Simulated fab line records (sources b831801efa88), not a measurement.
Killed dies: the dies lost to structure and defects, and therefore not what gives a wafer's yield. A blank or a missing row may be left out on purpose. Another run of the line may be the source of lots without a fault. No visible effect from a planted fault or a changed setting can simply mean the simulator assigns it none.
Chamber matching | flow gf180mcu | GF_V1_CMP_26 on cmp-01 has 4 sister chambers
The step polishes, stops on SiO2, t overpolish 15 s, target thk 0 nm. 15 wafers are shown with their chamber, then 7 later ones without.

## EACH WAFER AND ITS CHAMBER
wafer  | chamber | motor-current-A (A) | time-to-endpoint-s (s) | head-pressure-psi (psi)
L766.1 | 2       | 10.2                | 92                     | 3.491
L766.2 | 3       | 12.2                | 89                     | 3.501
L766.6 | 1       | 10.7                | 87                     | 3.501
L767.2 | 1       | 9.9                 | 92                     | 3.496
L767.3 | 3       | 11.7                | 93                     | 3.512
L767.4 | 2       | 9.7                 | 93                     | 3.496
L769.1 | 0       | 10.0                | 93                     | 3.520
L769.3 | 3       | 12.3                | 93                     | 3.502
L769.5 | 3       | 11.2                | 93                     | 3.502
L770.1 | 0       | 10.4                | 94                     | 3.495
L770.4 | 2       | 9.7                 | 90                     | 3.503
L770.5 | 2       | 9.4                 | 89                     | 3.506
L773.3 | 2       | 10.0                | 91                     | 3.486
L773.5 | 3       | 11.8                | 93                     | 3.500
L773.6 | 0       | 10.0                | 94                     | 3.493

SIGNATURES (averages over the wafers above)
reading            | chamber 0 | chamber 1 | chamber 2 | chamber 3 | scatter within a chamber
motor-current-A    | 10.133    | 10.300    | 9.800     | 11.840    | 0.379
time-to-endpoint-s | 93.67     | 89.50     | 91.00     | 92.20     | 1.81
head-pressure-psi  | 3.50267   | 3.49850   | 3.49640   | 3.50340   | 0.00871
Rule: for each reading, subtract the chamber's mean from the wafer's reading, divide by that reading's scatter and square the result; add these up over the readings and take the root, which gives the wafer's distance from the chamber. If the next closest chamber is less than 2 further off than the closest, the wafer can't be placed; otherwise it belongs to the closest. The scatter: the root of (the sum of the squares of (reading less its chamber's mean) over the shown wafers, divided by (wafers less chambers)).

## WAFERS WITH NO CHAMBER GIVEN
wafer  | motor-current-A (A) | time-to-endpoint-s (s) | head-pressure-psi (psi)
L772.1 | 10.5                | 91                     | 3.503
L772.2 | 10.3                | 87                     | 3.507
L772.3 | 11.4                | 86                     | 3.497
L774.3 | 10.1                | 91                     | 3.504
L774.4 | 9.8                 | 86                     | 3.497
L774.5 | 10.9                | 87                     | 3.501
L782.3 | 10.1                | 83                     | 3.513

## WHICH CHAMBER EACH ONE RAN IN
wafer  | from the rows above               | in truth
L772.1 | can't be placed: 1 or 0 or 2      | 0
L772.2 | can't be placed: 1 or 2           | 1
L772.3 | can't be placed: 1 or 3 or 2 or 0 | 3
L774.3 | can't be placed: 1 or 2 or 0      | 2
L774.4 | can't be placed: 1 or 2           | 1
L774.5 | can't be placed: 1 or 2 or 3      | 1
L782.3 | can't be placed: 1 or 2           | 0
Correctly placed: 0 of 7. Not placeable from these rows: 7 (in 6, the candidates include the true chamber). Placed wrongly: 0.
